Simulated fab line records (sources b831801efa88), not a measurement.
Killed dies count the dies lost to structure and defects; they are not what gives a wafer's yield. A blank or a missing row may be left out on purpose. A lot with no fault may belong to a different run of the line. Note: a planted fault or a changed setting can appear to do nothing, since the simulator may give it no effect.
Which of the tools did it? / flow gf180mcu / 18 wafers from 6 lots sampled at 2 of the route's 602 steps

== WHAT THE GAUGES SHOWED, per wafer ==
GF_HV_LDD_THK_MEAS_57.
lot=L198; measured=day 13 13:04; on=film metro-04; HV_LDD_CVD_56_THK (nm)=89.5 90.4 90.2
lot=L200; measured=day 14 01:41; on=film metro-04; HV_LDD_CVD_56_THK (nm)=66.1 66.2 65.9
lot=L212; measured=day 18 09:59; on=film metro-03; HV_LDD_CVD_56_THK (nm)=89.5 89.7 88.5
lot=L214; measured=day 19 02:23; on=film metro-03; HV_LDD_CVD_56_THK (nm)=89.5 90.0 89.7
lot=L216; measured=day 19 22:46; on=film metro-02; HV_LDD_CVD_56_THK (nm)=91.8 91.8 91.7
lot=L218; measured=day 20 04:49; on=film metro-04; HV_LDD_CVD_56_THK (nm)=91.0 89.7 89.6

== TOOL THAT RAN EACH LOT (tool first, then ch and the chambers of the sampled wafers, then the start) ==
lot=L198; GF_HV_LDD_CVD_56=lpcvd-01 ch 1, day 13 11:38
lot=L200; GF_HV_LDD_CVD_56=lpcvd-01 ch 1, day 14 00:15
lot=L212; GF_HV_LDD_CVD_56=lpcvd-02 ch 1, day 18 08:34
lot=L214; GF_HV_LDD_CVD_56=lpcvd-01 ch 0, day 19 00:57
lot=L216; GF_HV_LDD_CVD_56=lpcvd-01 ch 0, day 19 21:20
lot=L218; GF_HV_LDD_CVD_56=lpcvd-02 ch 0, day 20 03:23
- GF_HV_LDD_CVD_56: deposits Si3N4 from DCS/NH3, target thk 90 nm, time 1543 s.

== THE ANSWER, worked out from the rows above alone ==
Rule: the usual values come from the lots themselves. Put in order of their means at a reading, lots are off if they are a third of the lots or fewer, leave a main group of 4 or more, and stand apart from it by a gap of 3 or more times the standard deviation of the main group's means; of several such gaps the widest counts. A main group is skipped when, at the precision printed for the reading in the tables above, its means are all equal. A lot without any number at a reading at which 4 lots or more have one is off too. Where the step has rows for the other lots, those lots are counted as sound.
Off: at GF_HV_LDD_THK_MEAS_57 (HV_LDD_CVD_56_THK), L200. The main group: mean 90.2 nm, standard deviation 0.85.
If a tool, at a process step before that reading, ran all the lots that are off and no sound lot after the first of them, it fits. Those tools and the gauges at GF_HV_LDD_THK_MEAS_57 are tried in the same way. No candidate that was tried fits.

== WHAT HAD BEEN PUT IN BY THE SIMULATOR ==
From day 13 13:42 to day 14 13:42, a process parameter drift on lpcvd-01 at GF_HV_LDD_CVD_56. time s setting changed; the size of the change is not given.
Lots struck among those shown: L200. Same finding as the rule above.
